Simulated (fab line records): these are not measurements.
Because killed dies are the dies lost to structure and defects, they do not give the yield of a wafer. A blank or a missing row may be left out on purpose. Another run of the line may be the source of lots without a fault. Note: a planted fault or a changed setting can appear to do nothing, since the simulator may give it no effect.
The tool behind it: which one? + flow sky130 + 72 wafers from 24 lots sampled at 6 of the route's 708 steps

## WHAT THE GAUGES SHOWED, per wafer
The record lacks any reading of a measuring or inspecting step that a usual standard deviation could be used to judge.

## EACH LOT AND THE TOOL THAT RAN IT (in order: tool; ch and the chambers of the sampled wafers; start)
| lot  | SKY_SONOS_ONO_ETCH_15              | SKY_CONTACT_CMP_04            | SKY_CONTACT_ETCH_16                | SKY_METAL1_ETCH_18                | SKY_METAL2_SPUTTER_04        | SKY_METAL2_ETCH_18                |
|------|------------------------------------|-------------------------------|------------------------------------|-----------------------------------|------------------------------|-----------------------------------|
| L074 | rie_diel-04 ch 0,1,2, day 12 21:37 | cmp-01 ch 0,2,3, day 30 15:29 | rie_diel-04 ch 0,2, day 31 19:17   | rie_metal-02 ch 0, day 32 23:40   | pvd_sputter-03, day 34 05:22 | rie_metal-04 ch 0,1, day 35 08:21 |
| L075 | rie_diel-01 ch 0,2,3, day 13 03:33 | cmp-02 ch 0,2, day 31 00:52   | rie_diel-01 ch 0,2,3, day 32 05:05 | rie_metal-01 ch 0,1, day 33 10:14 | pvd_sputter-02, day 34 15:37 | rie_metal-02 ch 0,1, day 35 18:35 |
| L076 | rie_diel-04 ch 1,2, day 13 10:31   | cmp-01 ch 2,3, day 31 05:28   | rie_diel-01 ch 0,1,3, day 32 09:20 | rie_metal-03 ch 0,1, day 33 14:42 | pvd_sputter-03, day 34 19:58 | rie_metal-01 ch 0,1, day 35 22:28 |
| L077 | rie_diel-01 ch 0,1,3, day 13 14:44 | cmp-02 ch 0,2,3, day 31 16:52 | rie_diel-04 ch 0,1,2, day 32 20:19 | rie_metal-02 ch 0,1, day 34 00:58 | pvd_sputter-02, day 35 06:29 | rie_metal-04 ch 0,1, day 36 09:43 |
| L078 | rie_diel-04 ch 0,1,2, day 14 02:41 | cmp-01 ch 0,1, day 32 01:08   | rie_diel-03 ch 2,3, day 33 04:17   | rie_metal-01 ch 0,1, day 34 08:48 | pvd_sputter-02, day 35 13:54 | rie_metal-04 ch 0,1, day 36 16:40 |
| L079 | rie_diel-01 ch 0,1,2, day 14 06:20 | cmp-01 ch 0,1,3, day 32 03:47 | rie_diel-04 ch 0,1,2, day 33 06:59 | rie_metal-01 ch 0,1, day 34 11:48 | pvd_sputter-02, day 35 17:15 | rie_metal-01 ch 0,1, day 36 19:24 |
| L080 | rie_diel-02 ch 0,1, day 14 13:29   | cmp-02 ch 1,2, day 32 12:47   | rie_diel-03 ch 0,1,2, day 33 16:25 | rie_metal-02 ch 0,1, day 34 21:07 | pvd_sputter-02, day 36 02:10 | rie_metal-01 ch 0,1, day 37 04:16 |
| L081 | rie_diel-04 ch 1,2,3, day 14 21:43 | cmp-01 ch 1,2,3, day 32 21:34 | rie_diel-04 ch 0,1,3, day 34 00:49 | rie_metal-03 ch 1, day 35 05:10   | pvd_sputter-04, day 36 10:49 | rie_metal-02 ch 0,1, day 37 12:52 |
| L082 | rie_diel-02 ch 0,1, day 15 13:08   | cmp-02 ch 0,2,3, day 33 09:43 | rie_diel-01 ch 0,1,2, day 34 13:11 | rie_metal-03 ch 0,1, day 35 17:22 | pvd_sputter-03, day 36 23:19 | rie_metal-04 ch 0,1, day 38 00:56 |
| L083 | rie_diel-04 ch 0,1,2, day 15 16:58 | cmp-02 ch 0,1,3, day 33 16:27 | rie_diel-01 ch 0,1,3, day 34 19:14 | rie_metal-02 ch 0,1, day 35 23:10 | pvd_sputter-03, day 37 04:25 | rie_metal-01 ch 0,1, day 38 06:55 |
| L084 | rie_diel-04 ch 0,1,2, day 16 03:16 | cmp-02 ch 0,2,3, day 33 20:13 | rie_diel-04 ch 1,2,3, day 34 23:28 | rie_metal-02 ch 0,1, day 36 03:52 | pvd_sputter-03, day 37 10:06 | rie_metal-01 ch 0,1, day 38 12:17 |
| L085 | rie_diel-01 ch 2,3, day 16 06:59   | cmp-01 ch 0,1,2, day 34 05:06 | rie_diel-03 ch 0,2, day 35 07:50   | rie_metal-03 ch 0,1, day 36 12:12 | pvd_sputter-04, day 37 17:21 | rie_metal-01 ch 0,1, day 38 19:00 |
| L086 | rie_diel-01 ch 0,1,3, day 16 21:05 | cmp-02 ch 0,2,3, day 34 12:52 | rie_diel-04 ch 0,1,2, day 35 15:22 | rie_metal-02 ch 0,1, day 36 19:03 | pvd_sputter-03, day 38 00:14 | rie_metal-01 ch 0,1, day 39 02:00 |
| L087 | rie_diel-02 ch 0,2, day 17 02:08   | cmp-02 ch 2,3, day 34 18:50   | rie_diel-04 ch 0,2,3, day 35 22:05 | rie_metal-03 ch 0,1, day 37 02:57 | pvd_sputter-04, day 38 07:36 | rie_metal-04 ch 0,1, day 39 09:13 |
| L088 | rie_diel-04 ch 0,1,2, day 17 10:49 | cmp-01 ch 0,3, day 35 03:02   | rie_diel-01 ch 0,1,2, day 36 05:43 | rie_metal-03 ch 0,1, day 37 10:14 | pvd_sputter-04, day 38 14:56 | rie_metal-04 ch 0,1, day 39 16:35 |
| L089 | rie_diel-01 ch 0,3, day 17 19:23   | cmp-02 ch 1,2, day 35 11:32   | rie_diel-01 ch 0,3, day 36 14:46   | rie_metal-01 ch 0,1, day 37 18:41 | pvd_sputter-02, day 38 23:14 | rie_metal-04 ch 0,1, day 40 00:53 |
| L090 | rie_diel-01 ch 1,2,3, day 18 04:47 | cmp-02 ch 2,3, day 35 17:34   | rie_diel-01 ch 1,2,3, day 36 20:20 | rie_metal-01 ch 1, day 38 00:04   | pvd_sputter-03, day 39 04:06 | rie_metal-04 ch 0,1, day 40 05:40 |
| L091 | rie_diel-02 ch 1,2, day 18 15:08   | cmp-01 ch 2,3, day 36 03:40   | rie_diel-01 ch 0,1,2, day 37 06:34 | rie_metal-03 ch 0,1, day 38 10:17 | pvd_sputter-02, day 39 14:47 | rie_metal-02 ch 0,1, day 40 15:47 |
| L092 | rie_diel-02 ch 0,2,3, day 19 00:53 | cmp-02 ch 1,2, day 36 10:47   | rie_diel-04 ch 1,2, day 37 12:50   | rie_metal-03 ch 0,1, day 38 16:10 | pvd_sputter-03, day 39 19:57 | rie_metal-01 ch 1, day 40 20:07   |
| L093 | rie_diel-02 ch 0,1,3, day 19 05:49 | cmp-02 ch 0,2, day 36 15:13   | rie_diel-04 ch 1,2,3, day 37 17:37 | rie_metal-03 ch 0,1, day 38 20:49 | pvd_sputter-03, day 40 00:33 | rie_metal-02 ch 0,1, day 41 01:01 |
| L094 | rie_diel-02 ch 0,2, day 19 16:37   | cmp-01 ch 1,2,3, day 36 23:41 | rie_diel-04 ch 1,2,3, day 38 01:28 | rie_metal-02 ch 0,1, day 39 05:16 | pvd_sputter-02, day 40 09:11 | rie_metal-04 ch 0, day 41 09:41   |
| L095 | rie_diel-04 ch 0,1,3, day 19 23:26 | cmp-02 ch 1,2, day 37 05:00   | rie_diel-01 ch 1,3, day 38 07:22   | rie_metal-01 ch 0,1, day 39 10:07 | pvd_sputter-02, day 40 14:14 | rie_metal-01 ch 0,1, day 41 15:07 |
| L096 | rie_diel-04 ch 0,3, day 20 07:22   | cmp-02 ch 0,3, day 37 11:25   | rie_diel-03 ch 1,2,3, day 38 13:35 | rie_metal-03 ch 0,1, day 39 16:43 | pvd_sputter-04, day 40 19:56 | rie_metal-01 ch 0,1, day 41 20:02 |
| L097 | rie_diel-04 ch 0,1,3, day 20 10:04 | cmp-01 ch 0,1,2, day 38 02:45 | rie_diel-04 ch 0,1,3, day 39 04:38 | rie_metal-02 ch 0,1, day 40 07:27 | pvd_sputter-03, day 41 10:20 | rie_metal-02 ch 0,1, day 42 10:28 |
- SKY_SONOS_ONO_ETCH_15: etches the open film in CHF3/O2, target depth 19.52 nm, time 7.8 s.
- SKY_CONTACT_CMP_04: polishes SiO2.
- SKY_CONTACT_ETCH_16: etches BARC in N2/H2, stops on SiO2, time 45.9 s, target depth 60 nm.
- SKY_METAL1_ETCH_18: etches BARC in N2/H2, stops on SiO2, time 45.9 s, target depth 60 nm.
- SKY_METAL2_SPUTTER_04: material TiN, target thk 70 nm, time 58.3 s.
- SKY_METAL2_ETCH_18: etches BARC in N2/H2, stops on SiO2, time 45.9 s, target depth 60 nm.

## AS READ BY THE TOOLS THEMSELVES (means over the sampled wafers that have a number; for cases with no such wafer, the mark the record gives instead)
SKY_SONOS_ONO_ETCH_15. Usual: drypump_motor_current_A 5.5 A, standard deviation 0.39; oes_product_au 1.008 a.u., standard deviation 0.013; throttle_valve_pct 8.826 %, standard deviation 0.0089.
| lot  | tool        | drypump_motor_current_A (A) | oes_product_au (a.u.) | throttle_valve_pct (%) | flag |
|------|-------------|-----------------------------|-----------------------|------------------------|------|
| L074 | rie_diel-04 | 5.3                         | 1.011                 | 8.825                  |      |
| L075 | rie_diel-01 | 5.6                         | 1.004                 | 8.818                  |      |
| L076 | rie_diel-04 | 5.3                         | 1.014                 | 8.832                  |      |
| L077 | rie_diel-01 | 5.6                         | 1.025                 | 8.838                  |      |
| L078 | rie_diel-04 | 5.3                         | 1.008                 | 8.834                  |      |
| L079 | rie_diel-01 | 5.6                         | 1.014                 | 8.823                  |      |
| L080 | rie_diel-02 | 6.2                         | 1.001                 | 8.831                  |      |
| L081 | rie_diel-04 | 5.4                         | 1.010                 | 8.823                  |      |
| L082 | rie_diel-02 | 6.2                         | 0.991                 | 8.825                  |      |
| L083 | rie_diel-04 | 5.3                         | 1.013                 | 8.825                  |      |
| L084 | rie_diel-04 | 5.3                         | 1.009                 | 8.818                  |      |
| L085 | rie_diel-01 | 5.5                         | 1.009                 | 8.824                  |      |
| L086 | rie_diel-01 | 5.6                         | 1.016                 | 8.824                  |      |
| L087 | rie_diel-02 | 6.0                         | 1.001                 | 8.823                  |      |
| L088 | rie_diel-04 | 5.3                         | 1.015                 | 8.833                  |      |
| L089 | rie_diel-01 | 5.6                         | 1.006                 | 8.831                  |      |
| L090 | rie_diel-01 | 5.6                         | 1.010                 | 8.825                  |      |
| L091 | rie_diel-02 | 5.5                         | 1.011                 | 8.831                  |      |
| L092 | rie_diel-02 | 6.0                         | 0.996                 | 8.817                  |      |
| L093 | rie_diel-02 | 5.9                         | 1.019                 | 8.833                  |      |
| L094 | rie_diel-02 | 6.3                         | 0.988                 | 8.816                  |      |
| L095 | rie_diel-04 | 5.2                         | 0.997                 | 8.814                  |      |
| L096 | rie_diel-04 | 5.2                         | 1.001                 | 8.830                  |      |
| L097 | rie_diel-04 | 5.2                         | 1.001                 | 8.830                  |      |

SKY_CONTACT_CMP_04. Usual: motor_current_A 11.3 A, standard deviation 1.2; time_to_endpoint_s 82 s, standard deviation 5.8.
| lot  | tool   | motor_current_A (A) | time_to_endpoint_s (s) | flag |
|------|--------|---------------------|------------------------|------|
| L074 | cmp-01 | 12.1                | 74                     |      |
| L075 | cmp-02 | 9.9                 | 82                     |      |
| L076 | cmp-01 | 11.9                | 77                     |      |
| L077 | cmp-02 | 10.9                | 87                     |      |
| L078 | cmp-01 | 11.7                | 81                     |      |
| L079 | cmp-01 | 12.1                | 81                     |      |
| L080 | cmp-02 | 10.7                | 83                     |      |
| L081 | cmp-01 | 12.5                | 80                     |      |
| L082 | cmp-02 | 11.2                | 83                     |      |
| L083 | cmp-02 | 10.7                | 80                     |      |
| L084 | cmp-02 | 10.9                | 79                     |      |
| L085 | cmp-01 | 11.6                | 88                     |      |
| L086 | cmp-02 | 11.0                | 90                     |      |
| L087 | cmp-02 | 11.4                | 86                     |      |
| L088 | cmp-01 | 11.5                | 91                     |      |
| L089 | cmp-02 | 10.8                | 87                     |      |
| L090 | cmp-02 | 11.4                | 85                     |      |
| L091 | cmp-01 | 12.7                | 81                     |      |
| L092 | cmp-02 | 10.4                | 86                     |      |
| L093 | cmp-02 | 10.1                | 83                     |      |
| L094 | cmp-01 | 12.0                | 86                     |      |
| L095 | cmp-02 | 10.7                | 80                     |      |
| L096 | cmp-02 | 10.4                | 83                     |      |
| L097 | cmp-01 | 11.5                | 88                     |      |

SKY_CONTACT_ETCH_16. Usual: drypump_motor_current_A 5.47 A, standard deviation 0.29; oes_product_au 0.855 a.u., standard deviation 0.0049; throttle_valve_pct 13.224 %, standard deviation 0.0092.
| lot  | tool        | drypump_motor_current_A (A) | oes_product_au (a.u.) | throttle_valve_pct (%) | flag |
|------|-------------|-----------------------------|-----------------------|------------------------|------|
| L074 | rie_diel-04 | 5.40                        | 0.858                 | 13.227                 |      |
| L075 | rie_diel-01 | 5.57                        | 0.859                 | 13.220                 |      |
| L076 | rie_diel-01 | 5.59                        | 0.850                 | 13.221                 |      |
| L077 | rie_diel-04 | 5.27                        | 0.855                 | 13.221                 |      |
| L078 | rie_diel-03 | 5.48                        | 0.858                 | 13.217                 |      |
| L079 | rie_diel-04 | 5.26                        | 0.860                 | 13.221                 |      |
| L080 | rie_diel-03 | 5.72                        | 0.855                 | 13.225                 |      |
| L081 | rie_diel-04 | 5.16                        | 0.851                 | 13.230                 |      |
| L082 | rie_diel-01 | 5.59                        | 0.847                 | 13.219                 |      |
| L083 | rie_diel-01 | 5.61                        | 0.853                 | 13.230                 |      |
| L084 | rie_diel-04 | 5.39                        | 0.851                 | 13.225                 |      |
| L085 | rie_diel-03 | 5.61                        | 0.857                 | 13.230                 |      |
| L086 | rie_diel-04 | 5.27                        | 0.852                 | 13.230                 |      |
| L087 | rie_diel-04 | 5.31                        | 0.850                 | 13.233                 |      |
| L088 | rie_diel-01 | 5.60                        | 0.857                 | 13.212                 |      |
| L089 | rie_diel-01 | 5.57                        | 0.855                 | 13.232                 |      |
| L090 | rie_diel-01 | 5.58                        | 0.855                 | 13.227                 |      |
| L091 | rie_diel-01 | 5.61                        | 0.853                 | 13.225                 |      |
| L092 | rie_diel-04 | 5.50                        | 0.853                 | 13.224                 |      |
| L093 | rie_diel-04 | 5.38                        | 0.852                 | 13.223                 |      |
| L094 | rie_diel-04 | 5.39                        | 0.854                 | 13.233                 |      |
| L095 | rie_diel-01 | 5.59                        | 0.859                 | 13.223                 |      |
| L096 | rie_diel-03 | 5.78                        | 0.854                 | 13.225                 |      |
| L097 | rie_diel-04 | 5.18                        | 0.857                 | 13.227                 |      |

SKY_METAL1_ETCH_18. Usual: drypump_motor_current_A 5.5 A, standard deviation 0.32; oes_product_au 0.854 a.u., standard deviation 0.0046; throttle_valve_pct 13.227 %, standard deviation 0.0088.
| lot  | tool         | drypump_motor_current_A (A) | oes_product_au (a.u.) | throttle_valve_pct (%) | flag |
|------|--------------|-----------------------------|-----------------------|------------------------|------|
| L074 | rie_metal-02 | 6.0                         | 0.857                 | 13.230                 |      |
| L075 | rie_metal-01 | 5.6                         | 0.852                 | 13.225                 |      |
| L076 | rie_metal-03 | 5.3                         | 0.851                 | 13.228                 |      |
| L077 | rie_metal-02 | 5.5                         | 0.858                 | 13.229                 |      |
| L078 | rie_metal-01 | 5.4                         | 0.852                 | 13.226                 |      |
| L079 | rie_metal-01 | 5.6                         | 0.855                 | 13.224                 |      |
| L080 | rie_metal-02 | 5.8                         | 0.853                 | 13.224                 |      |
| L081 | rie_metal-03 | 5.2                         | 0.854                 | 13.226                 |      |
| L082 | rie_metal-03 | 5.3                         | 0.854                 | 13.226                 |      |
| L083 | rie_metal-02 | 5.5                         | 0.854                 | 13.228                 |      |
| L084 | rie_metal-02 | 5.5                         | 0.859                 | 13.223                 |      |
| L085 | rie_metal-03 | 5.5                         | 0.852                 | 13.233                 |      |
| L086 | rie_metal-02 | 5.8                         | 0.858                 | 13.230                 |      |
| L087 | rie_metal-03 | 5.3                         | 0.854                 | 13.217                 |      |
| L088 | rie_metal-03 | 5.4                         | 0.853                 | 13.214                 |      |
| L089 | rie_metal-01 | 5.6                         | 0.856                 | 13.222                 |      |
| L090 | rie_metal-01 | 5.1                         | 0.850                 | 13.228                 |      |
| L091 | rie_metal-03 | 5.3                         | 0.852                 | 13.222                 |      |
| L092 | rie_metal-03 | 5.5                         | 0.854                 | 13.225                 |      |
| L093 | rie_metal-03 | 5.3                         | 0.857                 | 13.233                 |      |
| L094 | rie_metal-02 | 5.7                         | 0.852                 | 13.222                 |      |
| L095 | rie_metal-01 | 5.3                         | 0.852                 | 13.224                 |      |
| L096 | rie_metal-03 | 5.5                         | 0.853                 | 13.220                 |      |
| L097 | rie_metal-02 | 5.5                         | 0.858                 | 13.220                 |      |

SKY_METAL2_SPUTTER_04. Usual: cathode_dc_power_W 6499.9 W, standard deviation 1.2; throttle_valve_pct 30.0 %, standard deviation 1.
| lot  | tool           | cathode_dc_power_W (W) | throttle_valve_pct (%) | flag |
|------|----------------|------------------------|------------------------|------|
| L074 | pvd_sputter-03 | 6499.7                 | 31.1                   |      |
| L075 | pvd_sputter-02 | 6501.1                 | 28.8                   |      |
| L076 | pvd_sputter-03 | 6500.7                 | 29.8                   |      |
| L077 | pvd_sputter-02 | 6499.4                 | 28.9                   |      |
| L078 | pvd_sputter-02 | 6500.2                 | 30.4                   |      |
| L079 | pvd_sputter-02 | 6499.4                 | 29.0                   |      |
| L080 | pvd_sputter-02 | 6499.9                 | 29.4                   |      |
| L081 | pvd_sputter-04 | 6498.1                 | 30.3                   |      |
| L082 | pvd_sputter-03 | 6500.1                 | 30.5                   |      |
| L083 | pvd_sputter-03 | 6498.4                 | 30.3                   |      |
| L084 | pvd_sputter-03 | 6499.6                 | 30.4                   |      |
| L085 | pvd_sputter-04 | 6500.7                 | 29.8                   |      |
| L086 | pvd_sputter-03 | 6499.6                 | 30.5                   |      |
| L087 | pvd_sputter-04 | 6499.4                 | 30.6                   |      |
| L088 | pvd_sputter-04 | 6500.6                 | 30.0                   |      |
| L089 | pvd_sputter-02 | 6498.7                 | 29.2                   |      |
| L090 | pvd_sputter-03 | 6499.5                 | 31.1                   |      |
| L091 | pvd_sputter-02 | 6499.6                 | 29.4                   |      |
| L092 | pvd_sputter-03 | 6499.2                 | 30.4                   |      |
| L093 | pvd_sputter-03 | 6500.0                 | 30.4                   |      |
| L094 | pvd_sputter-02 | 6499.9                 | 29.9                   |      |
| L095 | pvd_sputter-02 | 6499.9                 | 29.9                   |      |
| L096 | pvd_sputter-04 | 6499.5                 | 30.3                   |      |
| L097 | pvd_sputter-03 | 6499.9                 | 30.5                   |      |

SKY_METAL2_ETCH_18. Usual: drypump_motor_current_A 5.4 A, standard deviation 0.37; oes_product_au 0.855 a.u., standard deviation 0.0043; throttle_valve_pct 13.224 %, standard deviation 0.0089.
| lot  | tool         | drypump_motor_current_A (A) | oes_product_au (a.u.) | throttle_valve_pct (%) | flag |
|------|--------------|-----------------------------|-----------------------|------------------------|------|
| L074 | rie_metal-04 | 5.2                         | 0.859                 | 13.224                 |      |
| L075 | rie_metal-02 | 5.5                         | 0.858                 | 13.234                 |      |
| L076 | rie_metal-01 | 5.6                         | 0.852                 | 13.215                 |      |
| L077 | rie_metal-04 | 5.2                         | 0.853                 | 13.222                 |      |
| L078 | rie_metal-04 | 5.4                         | 0.857                 | 13.220                 |      |
| L079 | rie_metal-01 | 5.3                         | 0.858                 | 13.230                 |      |
| L080 | rie_metal-01 | 5.6                         | 0.854                 | 13.223                 |      |
| L081 | rie_metal-02 | 5.5                         | 0.856                 | 13.228                 |      |
| L082 | rie_metal-04 | 5.4                         | 0.851                 | 13.223                 |      |
| L083 | rie_metal-01 | 5.6                         | 0.855                 | 13.228                 |      |
| L084 | rie_metal-01 | 5.4                         | 0.856                 | 13.219                 |      |
| L085 | rie_metal-01 | 5.6                         | 0.855                 | 13.227                 |      |
| L086 | rie_metal-01 | 5.3                         | 0.856                 | 13.226                 |      |
| L087 | rie_metal-04 | 5.4                         | 0.852                 | 13.225                 |      |
| L088 | rie_metal-04 | 5.2                         | 0.857                 | 13.224                 |      |
| L089 | rie_metal-04 | 5.2                         | 0.857                 | 13.232                 |      |
| L090 | rie_metal-04 | 5.2                         | 0.856                 | 13.234                 |      |
| L091 | rie_metal-02 | 5.5                         | 0.854                 | 13.223                 |      |
| L092 | rie_metal-01 | 5.1                         | 0.857                 | 13.224                 |      |
| L093 | rie_metal-02 | 5.8                         | 0.856                 | 13.233                 |      |
| L094 | rie_metal-04 | 5.0                         | 0.854                 | 13.227                 |      |
| L095 | rie_metal-01 | 5.6                         | 0.854                 | 13.228                 |      |
| L096 | rie_metal-01 | 5.6                         | 0.852                 | 13.227                 |      |
| L097 | rie_metal-02 | 5.8                         | 0.854                 | 13.220                 |      |

## THE ANSWER, worked out from the rows above alone
Rule: a lot counts as off when the mean over its wafers that have a number is more than 3 standard deviations away from the usual mean. A lot without any number at a reading at which 4 lots or more have one is off too. Where the step has rows for the other lots, those lots are counted as sound. The gauges are gone through in route order, then the tools' own readings, and for those a lot's mean is taken as printed above. At the first step where some lot is off, the reading lying furthest off is the one used; lots without a number count as furthest.
No lot is off at any reading shown: from this, nothing can be told.

## WHAT THE SIMULATOR HAD PUT IN
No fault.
